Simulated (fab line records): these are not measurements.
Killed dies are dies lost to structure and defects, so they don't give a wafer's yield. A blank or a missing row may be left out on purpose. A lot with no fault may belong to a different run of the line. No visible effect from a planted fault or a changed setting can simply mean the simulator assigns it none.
fab line records	flow sky130
record: lots: 13	wafers: 39	lastDay: 50
route steps=708 shown VT_ADJUST_LVTN@107 VT_ADJUST_HVTR@138 VT_ADJUST_PCH@152 SONOS_TUNNEL@158 PAD_OPEN@708
lots untouched by any fault: they come from a run of this same line in which no faults occurred
startH: the number of hours between the record's first day and the start of the first shown wafer of the lot	waitH: hours from the lot's prior step to this one	" same as the row above	L1.1+2: a single row standing in for several wafers	- no value present, or no start provided	* or withheld: withheld	< > ~ a bound
route shown NAME@n: names a module that has steps shown in the file, with the first one's number in the route	usual: mean/standard deviation taken from wafers without a fault	same: alike in all rows	chamber/n: place in a boat	sites: each site's reading	_std_site: their standard deviation	_edge_site: the outer-site mean with the inner-site mean subtracted	radiusMm: how far each site lies from the wafer's centre	mask NAME#n: copy n	behind: the last tool/chamber to shape the wafer	hold: why the lot went on hold/how many hours it stayed there/how the hold came to an end	device: transistor that didn't switch, given as n, p or np	end of line: the same wafers' tests at the end of the route	a step without rows: its recipe alone	killed: not the wafer's yield, but the dies lost to structure and defects at the first sort	map: shows each die of a wafer: x if killed, . if not, _ if none is there
set.NAME: setting as actually run; set.NAME@STEP: the setting as run at that earlier step	model.NAME: the simulator's own value behind a step, which no gauge read
route steps across a sampled set of lots; one table per step, one row per wafer
services: a tool's chamber out of use, with start hour (startH, from the record's first day; less than 0 if before it), hours out, and reason
== steps ==
step: SKY_VT_ADJUST_LVTN_TW_MEAS_10
usual: VT_ADJUST_LVTN_TW: 243.9/2.2
lot.wafer	tool	chamber	startH	waitH	VT_ADJUST_LVTN_TW
L552.3	filmMetro-04	-	141.40	0.1	246.2
L552.4	"	-	"	"	247.3
L552.5	"	-	"	"	246.3
L553.1	filmMetro-01	-	145.53	0.1	241.9
L553.4	"	-	"	"	241.8
L553.6	"	-	"	"	241.6
L554.1	filmMetro-04	-	156.14	0.1	246.5
L554.5	"	-	"	"	245.4
L554.6	"	-	"	"	245.3
L556.1	filmMetro-01	-	174.89	0.1	242.7
L556.4	"	-	"	"	243.1
L556.5	"	-	"	"	243.4
L557.1	filmMetro-02	-	175.24	0.1	239.4
L557.2	"	-	"	"	241.9
L557.6	"	-	"	"	240.5
L561.1	filmMetro-04	-	203.12	0.1	244.1
L561.2	"	-	"	"	245.8
L561.3	"	-	"	"	243.4
L562.1	filmMetro-04	-	206.82	0.1	244.7
L562.4	"	-	"	"	244.6
L562.6	"	-	"	"	244.6
L565.2	filmMetro-01	-	225.44	0.1	242.8
L565.4	"	-	"	"	242.9
L565.6	"	-	"	"	242.5
L566.3	filmMetro-04	-	227.96	0.1	245.7
L566.4	"	-	"	"	247.2
L566.6	"	-	"	"	246.4
L568.2	filmMetro-02	-	268.15	0.1	242.3
L568.3	"	-	"	"	240.1
L568.4	"	-	"	"	242.3
L572.3	filmMetro-01	-	276.10	0.1	243.3
L572.4	"	-	"	"	243.6
L572.6	"	-	"	"	241.8
L574.1	filmMetro-04	-	284.47	0.1	247.2
L574.2	"	-	"	"	246.5
L574.5	"	-	"	"	245.9
L575.1	filmMetro-01	-	299.93	0.1	243.1
L575.2	"	-	"	"	241.6
L575.4	"	-	"	"	242.0
step: SKY_VT_ADJUST_HVTR_CD_MEAS_07
recipe: targetCdNm: 380
usual: cdNm: 379.7/2.4
lot.wafer	tool	chamber	startH	waitH	cdNm
L552.3	cdSem-01	-	203.18	0.1	377.2
L552.4	"	-	"	"	381.8
L552.5	"	-	"	"	376.2
L553.1	cdSem-02	-	204.50	0.1	380.6
L553.4	"	-	"	"	381.3
L553.6	"	-	"	"	381.6
L554.1	cdSem-01	-	219.60	0.1	378.3
L554.5	"	-	"	"	376.5
L554.6	"	-	"	"	372.4
L556.1	cdSem-01	-	241.69	0.1	384.0
L556.4	"	-	"	"	381.9
L556.5	"	-	"	"	383.8
L557.1	cdSem-01	-	242.07	0.1	378.1
L557.2	"	-	"	"	375.7
L557.6	"	-	"	"	377.3
L561.1	cdSem-01	-	273.19	0.1	383.1
L561.2	"	-	"	"	380.9
L561.3	"	-	"	"	382.9
L562.1	cdSem-02	-	277.00	0.1	381.5
L562.4	"	-	"	"	379.0
L562.6	"	-	"	"	380.9
L565.2	cdSem-01	-	296.97	0.1	382.4
L565.4	"	-	"	"	381.2
L565.6	"	-	"	"	380.5
L566.3	cdSem-02	-	300.96	0.1	377.3
L566.4	"	-	"	"	376.1
L566.6	"	-	"	"	377.6
L568.2	cdSem-02	-	344.04	0.1	380.4
L568.3	"	-	"	"	380.2
L568.4	"	-	"	"	379.9
L572.3	cdSem-02	-	353.38	0.1	381.5
L572.4	"	-	"	"	380.8
L572.6	"	-	"	"	381.5
L574.1	cdSem-01	-	363.92	0.1	381.6
L574.2	"	-	"	"	381.7
L574.5	"	-	"	"	382.9
L575.1	cdSem-01	-	380.07	0.1	380.0
L575.2	"	-	"	"	381.5
L575.4	"	-	"	"	378.8
step: SKY_VT_ADJUST_PCH_STRIP_09
recipe: chemistry: O2/N2	powerW: 1400	pressureMtorr: 1500	platenTempC: withheld	o2FlowSccm: 3000	n2FlowSccm: 300	overashFraction: 0.5
usual: drypumpMotorCurrentA: 5.6/0.4	oesProductAu: 0.722/0.005	stripTimeToEndpointS: 36.92/0.1
lot.wafer	tool	chamber	startH	waitH	drypumpMotorCurrentA	oesProductAu	rfHoursCounterH	stripTimeToEndpointS
L552.3	plasmaAsher-02	1	225.72	0.1	5.0	0.724	-	36.83
L552.4	"	0	"	"	5.2	0.725	-	36.78
L552.5	"	0	"	"	5.2	0.728	-	36.82
L553.1	plasmaAsher-02	0	227.13	0.1	5.2	0.730	50	36.91
L553.4	"	0	"	"	5.2	0.720	-	36.88
L553.6	"	0	"	"	5.2	0.721	-	36.98
L554.1	plasmaAsher-02	0	243.39	0.1	5.2	0.718	51	36.85
L554.5	"	0	"	"	5.2	0.741	-	36.85
L554.6	"	1	"	"	5.0	0.732	-	36.78
L556.1	plasmaAsher-02	0	265.63	0.1	5.2	0.721	53	36.86
L556.4	"	0	"	"	5.2	0.715	-	36.76
L556.5	"	1	"	"	5.0	0.713	-	36.84
L557.1	plasmaAsher-01	0	265.98	0.1	5.8	0.727	14	36.79
L557.2	"	1	"	"	5.6	0.727	14	36.81
L557.6	"	0	"	"	5.8	0.722	-	36.81
L561.1	plasmaAsher-03	0	298.14	0.1	5.7	0.721	49	36.97
L561.2	"	1	"	"	6.2	0.716	49	36.98
L561.3	"	1	"	"	6.2	0.719	-	36.93
L562.1	plasmaAsher-01	0	302.82	0.1	5.8	0.727	15	36.75
L562.4	"	0	"	"	5.8	0.723	-	36.87
L562.6	"	0	"	"	5.8	0.721	-	36.93
L565.2	plasmaAsher-03	1	322.53	0.1	6.2	0.722	52	37.04
L565.4	"	0	"	"	5.7	0.718	-	37.13
L565.6	"	1	"	"	6.2	0.718	-	37.03
L566.3	plasmaAsher-01	1	327.86	0.1	5.6	0.721	-	36.96
L566.4	"	0	"	"	5.8	0.726	-	36.95
L566.6	"	0	"	"	5.8	0.719	-	36.94
L568.2	plasmaAsher-01	0	372.38	0.1	5.8	0.724	23	37.01
L568.3	"	0	"	"	5.8	0.724	-	37.13
L568.4	"	1	"	"	5.7	0.724	-	37.01
L572.3	plasmaAsher-02	0	381.12	0.1	5.2	0.718	-	36.81
L572.4	"	1	"	"	5.0	0.713	-	36.95
L572.6	"	0	"	"	5.2	0.722	-	36.90
L574.1	plasmaAsher-02	0	392.38	0.1	5.2	0.726	65	36.83
L574.2	"	1	"	"	5.0	0.724	65	36.92
L574.5	"	0	"	"	5.2	0.721	-	36.93
L575.1	plasmaAsher-01	0	408.79	0.1	5.8	0.727	27	36.98
L575.2	"	1	"	"	5.7	0.721	27	37.12
L575.4	"	1	"	"	5.6	0.723	-	36.97
step: SKY_SONOS_TUNNEL_EXPOSE_04
recipe: maskId: TUNM	na: 0.6	sourceShape: conventional	sigmaOuter: 0.6	polarization: unpolarized	targetCdNm: 410	doseMj: 136
usual: exposureDoseMJCm2: 135.93/0.13
lot.wafer	tool	chamber	startH	waitH	mask	exposureDoseMJCm2
L552.3	ilineStepper-01	0	237.14	-	TUNM#0	135.81
L552.4	"	0	"	"	TUNM#0	136.02
L552.5	"	0	"	"	TUNM#0	135.80
L553.1	ilineStepper-02	0	238.67	-	TUNM#0	135.85
L553.4	"	0	"	"	TUNM#0	135.97
L553.6	"	0	"	"	TUNM#0	135.84
L554.1	ilineStepper-01	0	255.12	-	TUNM#0	135.83
L554.5	"	0	"	"	TUNM#0	136.02
L554.6	"	0	"	"	TUNM#0	135.77
L556.1	ilineStepper-01	0	277.92	-	TUNM#0	136.07
L556.4	"	0	"	"	TUNM#0	136.05
L556.5	"	0	"	"	TUNM#0	135.89
L557.1	ilineStepper-02	0	278.36	-	TUNM#0	135.96
L557.2	"	0	"	"	TUNM#0	136.11
L557.6	"	0	"	"	TUNM#0	136.01
L561.1	ilineStepper-02	0	311.27	-	TUNM#0	87.48
L561.2	"	0	"	"	TUNM#0	87.33
L561.3	"	0	"	"	TUNM#0	87.70
L562.1	ilineStepper-02	0	315.59	-	TUNM#0	87.53
L562.4	"	0	"	"	TUNM#0	87.49
L562.6	"	0	"	"	TUNM#0	87.63
L565.2	ilineStepper-02	0	336.29	-	TUNM#0	101.12
L565.4	"	0	"	"	TUNM#0	101.20
L565.6	"	0	"	"	TUNM#0	101.31
L566.3	ilineStepper-02	0	341.82	-	TUNM#0	101.26
L566.4	"	0	"	"	TUNM#0	101.22
L566.6	"	0	"	"	TUNM#0	101.36
L568.2	ilineStepper-01	0	386.68	-	TUNM#0	136.01
L568.3	"	0	"	"	TUNM#0	135.71
L568.4	"	0	"	"	TUNM#0	135.95
L572.3	ilineStepper-01	0	395.71	-	TUNM#0	135.98
L572.4	"	0	"	"	TUNM#0	136.03
L572.6	"	0	"	"	TUNM#0	136.11
L574.1	ilineStepper-01	0	405.71	-	TUNM#0	136.00
L574.2	"	0	"	"	TUNM#0	135.79
L574.5	"	0	"	"	TUNM#0	136.01
L575.1	ilineStepper-01	0	424.15	-	TUNM#0	135.98
L575.2	"	0	"	"	TUNM#0	136.20
L575.4	"	0	"	"	TUNM#0	136.09
step: SKY_SONOS_TUNNEL_CD_MEAS_07
recipe: targetCdNm: 410
usual: cdNm: 410.1/2.1
lot.wafer	tool	chamber	startH	waitH	hold	cdNm
L552.3	cdSem-01	-	248.98	0.1	-	413.3
L552.4	"	-	"	"	-	413.4
L552.5	"	-	"	"	-	414.5
L553.1	cdSem-01	-	249.79	0.1	-	410.6
L553.4	"	-	"	"	-	409.9
L553.6	"	-	"	"	-	409.9
L554.1	cdSem-01	-	267.19	0.1	-	409.1
L554.5	"	-	"	"	-	409.1
L554.6	"	-	"	"	-	409.2
L556.1	cdSem-01	-	290.09	0.1	-	409.9
L556.4	"	-	"	"	-	406.8
L556.5	"	-	"	"	-	408.3
L557.1	cdSem-02	-	290.39	0.1	-	406.5
L557.2	"	-	"	"	-	407.9
L557.6	"	-	"	"	-	410.7
L561.1	cdSem-01	-	323.89	0.1	awaitDispo/0.2h/release	283.3
L561.2	"	-	"	"	awaitDispo/0.2h/release	281.6
L561.3	"	-	"	"	awaitDispo/0.2h/release	282.3
L561.1	cdSem-01	-	324.18	0.3	-	283.4
L561.2	"	-	"	"	-	281.8
L561.3	"	-	"	"	-	282.5
L562.1	cdSem-01	-	328.85	0.1	awaitDispo/0.2h/release	282.8
L562.4	"	-	"	"	awaitDispo/0.2h/release	286.2
L562.6	"	-	"	"	awaitDispo/0.2h/release	286.3
L562.1	cdSem-01	-	329.14	0.3	-	282.9
L562.4	"	-	"	"	-	286.1
L562.6	"	-	"	"	-	286.8
L565.2	cdSem-01	-	349.81	0.1	awaitDispo/0.2h/release	325.8
L565.4	"	-	"	"	awaitDispo/0.2h/release	324.8
L565.6	"	-	"	"	awaitDispo/0.2h/release	323.1
L565.2	cdSem-01	-	350.09	0.3	-	325.6
L565.4	"	-	"	"	-	325.0
L565.6	"	-	"	"	-	323.1
L566.3	cdSem-01	-	355.53	0.1	awaitDispo/0.2h/release	326.6
L566.4	"	-	"	"	awaitDispo/0.2h/release	326.0
L566.6	"	-	"	"	awaitDispo/0.2h/release	326.8
L566.3	cdSem-01	-	355.82	0.3	-	326.8
L566.4	"	-	"	"	-	326.2
L566.6	"	-	"	"	-	326.4
L568.2	cdSem-01	-	399.36	0.1	-	413.8
L568.3	"	-	"	"	-	414.0
L568.4	"	-	"	"	-	412.6
L572.3	cdSem-01	-	410.33	0.1	-	409.8
L572.4	"	-	"	"	-	409.9
L572.6	"	-	"	"	-	407.5
L574.1	cdSem-02	-	421.39	0.1	-	409.9
L574.2	"	-	"	"	-	409.8
L574.5	"	-	"	"	-	409.1
L575.1	cdSem-02	-	439.04	0.1	-	408.4
L575.2	"	-	"	"	-	408.8
L575.4	"	-	"	"	-	409.2
step: SKY_PAD_OPEN_PROBE_99
usual: killed_at_M0_to_M3: 45/7.5	killed_at_M4_up: 3.2/1.8	killedAtContacts: 24/4.9	killedAtFrontEnd: 15/4.4	killedAtOther: 0.3/0.54	killedDies: 87/9.8	killedOnRim: 17/4.2	killedOpen: 47/6.4	killedShort: 40/6.5
same: grossDies: 492	killedAtBackSide: 0
lot.wafer	tool	chamber	startH	waitH	hold	killed_at_M0_to_M3	killed_at_M4_up	killedAtContacts	killedAtFrontEnd	killedAtOther	killedDies	killedOnRim	killedOpen	killedShort
L552.3	prober-02	-	1075.76	0.2	-	56	2	21	13	1	93	15	48	44
L552.4	prober-02	-	1075.81	0.2	-	51	2	22	11	3	89	19	48	38
L552.5	prober-02	-	1075.86	0.2	-	57	5	24	12	0	98	25	48	49
L553.1	prober-01	-	1083.11	0.1	-	32	5	14	19	0	70	15	37	33
L553.4	prober-01	-	1083.26	0.2	-	46	3	19	13	0	81	16	37	44
L553.6	prober-01	-	1083.36	0.2	-	36	3	23	16	0	78	18	42	36
L554.1	prober-01	-	1088.10	0.1	-	40	3	21	21	0	85	16	47	38
L554.5	prober-01	-	1088.30	0.2	-	57	1	35	12	0	105	29	55	50
L554.6	prober-01	-	1088.35	0.2	-	47	1	23	14	1	86	14	49	37
L556.1	prober-01	-	1108.31	0.1	-	41	0	22	11	1	75	15	50	25
L556.4	prober-01	-	1108.46	0.2	-	45	5	22	9	0	81	16	48	33
L556.5	prober-01	-	1108.51	0.2	-	38	4	23	11	0	76	12	49	27
L557.1	prober-01	-	1111.28	0.1	-	58	5	23	17	1	104	19	56	47
L557.2	prober-01	-	1111.33	0.1	-	44	3	20	19	2	88	15	41	46
L557.6	prober-01	-	1111.53	0.2	-	53	5	23	9	0	90	16	41	49
L565.2	prober-02	-	1153.69	0.1	awaitDispo/4.3h/scrap	45	4	25	339	0	413	84	53	31
L565.4	prober-02	-	1153.79	0.2	awaitDispo/4.3h/scrap	44	5	24	360	2	435	83	52	37
L565.6	prober-02	-	1153.89	0.2	awaitDispo/4.3h/scrap	52	8	27	350	0	437	89	63	39
L566.3	prober-01	-	1162.61	0.2	awaitDispo/1.8h/scrap	45	5	14	356	1	421	79	40	39
L566.4	prober-01	-	1162.66	0.2	awaitDispo/1.8h/scrap	44	3	15	350	0	412	77	36	37
L566.6	prober-01	-	1162.76	0.2	awaitDispo/1.8h/scrap	44	1	30	346	0	421	83	46	39
L568.2	prober-02	-	1185.46	0.1	-	45	0	21	9	0	75	14	39	36
L568.3	prober-02	-	1185.51	0.2	-	44	1	26	17	1	89	20	42	47
L568.4	prober-02	-	1185.56	0.2	-	41	2	29	12	0	84	9	46	38
L572.3	prober-01	-	1189.29	0.2	-	32	2	23	9	0	66	13	46	20
L572.4	prober-01	-	1189.34	0.2	-	40	2	24	15	1	82	15	46	36
L572.6	prober-01	-	1189.44	0.2	-	52	2	23	16	0	93	21	49	44
L574.1	prober-02	-	1197.59	0.1	-	53	3	20	14	1	91	20	42	49
L574.2	prober-02	-	1197.64	0.1	-	35	2	29	14	0	80	15	38	42
L574.5	prober-02	-	1197.79	0.2	-	36	1	27	11	0	75	14	37	38
L575.1	prober-01	-	1202.96	0.1	-	42	3	31	13	0	89	11	52	36
L575.2	prober-01	-	1203.01	0.1	-	41	0	28	8	1	78	12	38	40
L575.4	prober-01	-	1203.11	0.2	-	41	2	19	19	0	81	16	41	40
killed by level:class
L552.3 VIA1:geometricParticle:open=11 METAL1:geometricParticle:short=10 VIA2:geometricParticle:open=9 CONTACT:geometricParticle:open=8 VIA3:geometricParticle:open=7 METAL2:geometricParticle:short=7 FIELD_ISO:geometricParticle:short=6 LI_CONTACT:geometricParticle:open=5
L552.4 VIA1:geometricParticle:open=13 LI_CONTACT:geometricParticle:open=6 CONTACT:geometricParticle:open=6 METAL1:geometricParticle:short=6 VIA2:geometricParticle:open=6 METAL2:geometricParticle:short=5 LOCAL_INTERCONNECT:geometricParticle:short=5 VIA3:geometricParticle:open=5
L552.5 VIA1:geometricParticle:open=15 CONTACT:geometricParticle:open=9 VIA1:geometricParticle:short=8 VIA2:geometricParticle:open=7 METAL3:geometricParticle:short=6 LOCAL_INTERCONNECT:geometricParticle:short=6 LI_CONTACT:geometricParticle:open=5 FIELD_ISO:geometricParticle:short=4
L553.1 METAL1:geometricParticle:short=9 VIA1:geometricParticle:open=9 FIELD_ISO:geometricParticle:open=6 CONTACT:geometricParticle:open=5 FIELD_ISO:geometricParticle:short=4 POLY_GATE:geometricParticle:open=4 POLY_GATE:geometricParticle:short=4 METAL2:geometricParticle:short=4
L553.4 METAL1:geometricParticle:short=13 VIA1:geometricParticle:open=13 CONTACT:geometricParticle:open=9 LI_CONTACT:geometricParticle:open=5 VIA1:geometricParticle:short=5 VIA3:geometricParticle:short=5 FIELD_ISO:geometricParticle:short=4 LOCAL_INTERCONNECT:geometricParticle:short=3
L553.6 VIA1:geometricParticle:open=9 CONTACT:geometricParticle:open=8 VIA1:geometricParticle:short=7 VIA2:geometricParticle:open=6 VIA3:geometricParticle:open=6 FIELD_ISO:geometricParticle:open=5 LI_CONTACT:geometricParticle:open=5 FIELD_ISO:geometricParticle:short=4
L554.1 CONTACT:geometricParticle:open=9 VIA1:geometricParticle:open=9 VIA1:geometricParticle:short=8 LI_CONTACT:geometricParticle:open=5 VIA2:geometricParticle:open=5 VIA3:geometricParticle:open=5 POLY_GATE:geometricParticle:short=4 FIELD_ISO:geometricParticle:open=3
L554.5 VIA1:geometricParticle:open=23 CONTACT:geometricParticle:open=12 LOCAL_INTERCONNECT:geometricParticle:short=9 METAL2:geometricParticle:short=8 CONTACT:geometricParticle:short=7 VIA2:geometricParticle:open=6 METAL3:geometricParticle:short=5 FIELD_ISO:geometricParticle:short=3
L554.6 CONTACT:geometricParticle:open=9 VIA1:geometricParticle:open=9 LI_CONTACT:geometricParticle:open=7 METAL1:geometricParticle:short=7 METAL2:geometricParticle:short=7 FIELD_ISO:geometricParticle:short=6 METAL1:geometricParticle:open=6 VIA2:geometricParticle:open=6
L556.1 VIA1:geometricParticle:open=15 CONTACT:geometricParticle:open=13 LI_CONTACT:geometricParticle:open=7 VIA1:geometricParticle:short=5 METAL2:geometricParticle:short=4 SPACER:geometricParticle:open=3 METAL2:geometricParticle:open=3 VIA2:geometricParticle:short=3
L556.4 VIA1:geometricParticle:open=11 LI_CONTACT:geometricParticle:open=9 VIA2:geometricParticle:open=8 CONTACT:geometricParticle:open=7 METAL1:geometricParticle:short=5 METAL2:geometricParticle:open=5 METAL4:geometricParticle:short=5 POLY_GATE:geometricParticle:short=4
L556.5 VIA1:geometricParticle:open=14 CONTACT:geometricParticle:open=10 LI_CONTACT:geometricParticle:open=5 CONTACT:geometricParticle:short=5 VIA2:geometricParticle:open=5 METAL2:geometricParticle:short=4 VIA3:geometricParticle:open=4 METAL4:geometricParticle:short=3
L557.1 VIA1:geometricParticle:open=14 CONTACT:geometricParticle:open=10 VIA2:geometricParticle:open=9 FIELD_ISO:geometricParticle:open=7 METAL1:geometricParticle:short=7 VIA3:geometricParticle:open=7 POLY_GATE:geometricParticle:short=6 METAL2:geometricParticle:short=6
L557.2 VIA1:geometricParticle:open=11 METAL2:geometricParticle:short=10 CONTACT:geometricParticle:open=9 FIELD_ISO:geometricParticle:short=6 LOCAL_INTERCONNECT:geometricParticle:short=6 POLY_GATE:geometricParticle:short=5 VIA2:geometricParticle:open=5 POLY_GATE:geometricParticle:open=4
L557.6 VIA1:geometricParticle:open=13 CONTACT:geometricParticle:short=8 LI_CONTACT:geometricParticle:short=7 VIA1:geometricParticle:short=7 VIA2:geometricParticle:open=6 METAL1:geometricParticle:short=6 METAL2:geometricParticle:short=6 VIA3:geometricParticle:open=5
L565.2 SONOS_TUNNEL:areaExpose=328 LI_CONTACT:geometricParticle:open=11 VIA1:geometricParticle:open=10 CONTACT:geometricParticle:open=8 METAL1:geometricParticle:short=6 VIA3:geometricParticle:open=6 METAL2:geometricParticle:short=5 METAL1:geometricParticle:open=4
L565.4 SONOS_TUNNEL:areaExpose=345 VIA3:geometricParticle:open=10 CONTACT:geometricParticle:open=9 VIA1:geometricParticle:open=7 POLY_GATE:geometricParticle:open=6 LOCAL_INTERCONNECT:geometricParticle:short=6 VIA2:geometricParticle:open=6 METAL2:geometricParticle:short=5
L565.6 SONOS_TUNNEL:areaExpose=335 VIA1:geometricParticle:open=15 VIA2:geometricParticle:open=11 CONTACT:geometricParticle:open=10 FIELD_ISO:geometricParticle:open=7 LI_CONTACT:geometricParticle:open=6 METAL4:geometricParticle:short=6 FIELD_ISO:geometricParticle:short=4
L566.3 SONOS_TUNNEL:areaExpose=340 METAL1:geometricParticle:short=9 VIA1:geometricParticle:open=9 VIA2:geometricParticle:open=7 LI_CONTACT:geometricParticle:open=6 VIA1:geometricParticle:short=6 VIA2:geometricParticle:short=5 FIELD_ISO:geometricParticle:open=4
L566.4 SONOS_TUNNEL:areaExpose=339 METAL2:geometricParticle:short=11 VIA1:geometricParticle:open=6 VIA3:geometricParticle:open=6 METAL1:geometricParticle:short=5 VIA2:geometricParticle:open=5 FIELD_ISO:geometricParticle:open=4 LI_CONTACT:geometricParticle:open=4
L566.6 SONOS_TUNNEL:areaExpose=335 VIA1:geometricParticle:open=11 CONTACT:geometricParticle:open=9 LI_CONTACT:geometricParticle:open=8 VIA2:geometricParticle:open=8 LI_CONTACT:geometricParticle:short=6 METAL2:geometricParticle:short=6 VIA1:geometricParticle:short=5
L568.2 METAL1:geometricParticle:short=10 VIA3:geometricParticle:open=9 CONTACT:geometricParticle:open=8 VIA1:geometricParticle:open=7 CONTACT:geometricParticle:short=5 LI_CONTACT:geometricParticle:open=5 METAL2:geometricParticle:short=4 POLY_GATE:geometricParticle:short=3
L568.3 VIA1:geometricParticle:open=8 METAL2:geometricParticle:short=6 LI_CONTACT:geometricParticle:open=6 LI_CONTACT:geometricParticle:short=6 CONTACT:geometricParticle:open=6 LOCAL_INTERCONNECT:geometricParticle:short=5 METAL1:geometricParticle:short=5 VIA2:geometricParticle:open=5
L568.4 LI_CONTACT:geometricParticle:open=11 CONTACT:geometricParticle:open=8 VIA3:geometricParticle:open=8 VIA1:geometricParticle:open=7 METAL1:geometricParticle:short=6 VIA2:geometricParticle:open=6 POLY_GATE:geometricParticle:short=5 METAL2:geometricParticle:short=5
L572.3 CONTACT:geometricParticle:open=10 VIA1:geometricParticle:open=9 VIA2:geometricParticle:open=6 LI_CONTACT:geometricParticle:open=5 CONTACT:geometricParticle:short=5 POLY_GATE:geometricParticle:open=4 VIA1:geometricParticle:short=4 FIELD_ISO:geometricParticle:open=3
L572.4 VIA1:geometricParticle:open=10 CONTACT:geometricParticle:short=8 CONTACT:geometricParticle:open=6 VIA2:geometricParticle:open=6 LOCAL_INTERCONNECT:geometricParticle:short=5 VIA3:geometricParticle:open=5 FIELD_ISO:geometricParticle:open=4 FIELD_ISO:geometricParticle:short=4
L572.6 VIA1:geometricParticle:open=12 VIA1:geometricParticle:short=9 VIA3:geometricParticle:open=8 VIA2:geometricParticle:open=7 LI_CONTACT:geometricParticle:open=6 METAL2:geometricParticle:short=5 METAL1:geometricParticle:short=5 POLY_GATE:geometricParticle:open=4
L574.1 METAL2:geometricParticle:short=11 VIA1:geometricParticle:open=11 VIA3:geometricParticle:open=8 VIA1:geometricParticle:short=7 CONTACT:geometricParticle:short=6 METAL1:geometricParticle:short=6 FIELD_ISO:geometricParticle:short=5 LI_CONTACT:geometricParticle:open=5
L574.2 CONTACT:geometricParticle:open=9 LI_CONTACT:geometricParticle:open=8 LOCAL_INTERCONNECT:geometricParticle:short=8 POLY_GATE:geometricParticle:short=6 VIA1:geometricParticle:open=6 METAL2:geometricParticle:short=5 FIELD_ISO:geometricParticle:open=4 FIELD_ISO:geometricParticle:short=4
L574.5 LI_CONTACT:geometricParticle:open=8 VIA1:geometricParticle:open=7 LOCAL_INTERCONNECT:geometricParticle:short=6 LI_CONTACT:geometricParticle:short=5 METAL1:geometricParticle:short=5 VIA1:geometricParticle:short=5 VIA3:geometricParticle:open=4 FIELD_ISO:geometricParticle:open=3
L575.1 CONTACT:geometricParticle:open=16 VIA1:geometricParticle:open=13 METAL2:geometricParticle:short=6 CONTACT:geometricParticle:short=6 VIA2:geometricParticle:open=6 LI_CONTACT:geometricParticle:open=5 VIA1:geometricParticle:short=5 VIA2:geometricParticle:short=5
L575.2 CONTACT:geometricParticle:open=9 VIA2:geometricParticle:open=9 LI_CONTACT:geometricParticle:open=7 METAL1:geometricParticle:short=7 VIA1:geometricParticle:open=7 CONTACT:geometricParticle:short=6 METAL2:geometricParticle:short=6 METAL3:geometricParticle:short=4
L575.4 VIA1:geometricParticle:open=8 POLY_GATE:geometricParticle:open=7 VIA3:geometricParticle:open=6 CONTACT:geometricParticle:short=5 VIA1:geometricParticle:short=4 FIELD_ISO:geometricParticle:short=4 POLY_GATE:geometricParticle:short=4 METAL3:geometricParticle:short=4
== services ==
tool	chamber	startH	hours	kind
ilineStepper-02	-	215.82	1.7	pm
plasmaAsher-01	-	274.47	25.6	pm
ilineStepper-02	0	290.62	-	calibration
ilineStepper-02	-	326.50	2.9	repair
ilineStepper-02	-	329.42	4.4	pm
plasmaAsher-02	-	354.79	15.6	pm
ilineStepper-01	0	355.09	-	calibration
ilineStepper-01	-	358.93	1.7	pm
ilineStepper-02	-	413.32	19.2	repair
== key ==
firstSign: step: SKY_SONOS_TUNNEL_EXPOSE_04	reading: exposureDoseMJCm2	direction: down	sigmas: 99+	usual: *	struck: *
effect: step: SKY_SONOS_TUNNEL_CD_MEAS_07	reading: visit	direction: added	through: controlLoop
effect: step: SKY_SONOS_TUNNEL_CD_MEAS_07	reading: cdNm	direction: down	sigmas: 51	usual: 410.1	struck: 304.6	through: controlLoop
effect: step: SKY_PAD_OPEN_PROBE_99	reading: killedAtFrontEnd	direction: up	sigmas: 76	usual: 15	struck: 350
moreKillsBornAt: SKY_SONOS_TUNNEL_EXPOSE_04@ilineStepper-02: 2022
metAt SKY_SONOS_TUNNEL_EXPOSE_04
struckLots L561,L562,L565,L566
scrappedBehind SKY_SONOS_TUNNEL_CD_MEAS_07 L561.1,L561.2,L561.3,L562.1,L562.4,L562.6
laterRowsLeftOut L565.2,L565.4,L565.6,L566.3,L566.4,L566.6
testerLeftOut L565,L566
loopTrim: step: SKY_SONOS_TUNNEL_EXPOSE_04	setting: dose	lots: L565,L566
notActingAt SKY_VT_ADJUST_LVTN_TW_MEAS_10,SKY_VT_ADJUST_HVTR_CD_MEAS_07,SKY_VT_ADJUST_PCH_STRIP_09
onsetBetween 278.36 311.27
fault: kind: processParameterDrift	tool: ilineStepper-02	chamber: -	onsetH: 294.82	steps: SKY_SONOS_TUNNEL_EXPOSE_04	channel: doseMj	offset: -48.282	shape: step	actsIn: theseRecipesOnly	stated: 136
testerLeftOut: of these lots the tester's yield and bins aren't shown, on N5 and GAA mostly nor the transistor test; their killed dies are dies lost to structure and defects alone, not to doping, threshold or leakage, so they don't give the yield
laterRowsLeftOut: the simulator's readings of these wafers behind a module that went badly wrong aren't trusted and aren't shown, but for the sort
loopTrim: a control loop set the setting to another value than it would have without faults
